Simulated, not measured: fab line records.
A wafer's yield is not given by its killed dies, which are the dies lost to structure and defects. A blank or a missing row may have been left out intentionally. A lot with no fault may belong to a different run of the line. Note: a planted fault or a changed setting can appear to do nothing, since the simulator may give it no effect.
Matching of chambers / flow sky130 / SKY_VIA1_ETCH_14 on rie-diel-02: 4 sister chambers
The step etches BARC in N2/H2, stops on SiO2, time 45.9 s, target depth 60 nm. 4 wafers are shown with their chamber, then 8 later ones without.

== WAFERS WITH THEIR CHAMBER ==
wafer=L085.1; chamber=1; throttle-valve-pct (%)=13.215
wafer=L085.2; chamber=0; throttle-valve-pct (%)=13.229
wafer=L085.3; chamber=2; throttle-valve-pct (%)=13.218
wafer=L085.4; chamber=3; throttle-valve-pct (%)=13.221

== WAFERS WITHOUT THEIR CHAMBER ==
wafer=L085.5; throttle-valve-pct (%)=13.221
wafer=L085.6; throttle-valve-pct (%)=13.230
wafer=L091.1; throttle-valve-pct (%)=13.232
wafer=L091.2; throttle-valve-pct (%)=13.222
wafer=L091.3; throttle-valve-pct (%)=13.231
wafer=L091.4; throttle-valve-pct (%)=13.223
wafer=L091.5; throttle-valve-pct (%)=13.216
wafer=L091.6; throttle-valve-pct (%)=13.216

== EACH ONE'S CHAMBER ==
wafer=L085.5; from the rows above=can't be placed: 3 or 2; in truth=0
wafer=L085.6; from the rows above=0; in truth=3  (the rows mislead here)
wafer=L091.1; from the rows above=0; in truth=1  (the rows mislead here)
wafer=L091.2; from the rows above=can't be placed: 3 or 2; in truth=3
wafer=L091.3; from the rows above=0; in truth=0
wafer=L091.4; from the rows above=can't be placed: 3 or 2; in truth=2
wafer=L091.5; from the rows above=can't be placed: 1 or 2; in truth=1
wafer=L091.6; from the rows above=can't be placed: 1 or 2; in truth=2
1 of 8 placed correctly. Not placeable from these rows: 5 (in 4, the candidates include the true chamber). Wrongly placed: 2.
How it was worked out, from the rows above alone: a wafer's distance from a chamber is the root of the sum, over the readings, of the square of ((its reading less the chamber's mean) divided by the reading's scatter). The wafer belongs to the nearest chamber; if the next one is less than 2 further off, it can't be placed. For every chamber, the mean is computed from those of its wafers that are shown. The scatter: root of mean squared gap, hidden wafer to nearest shown wafer, with one shown wafer a chamber.
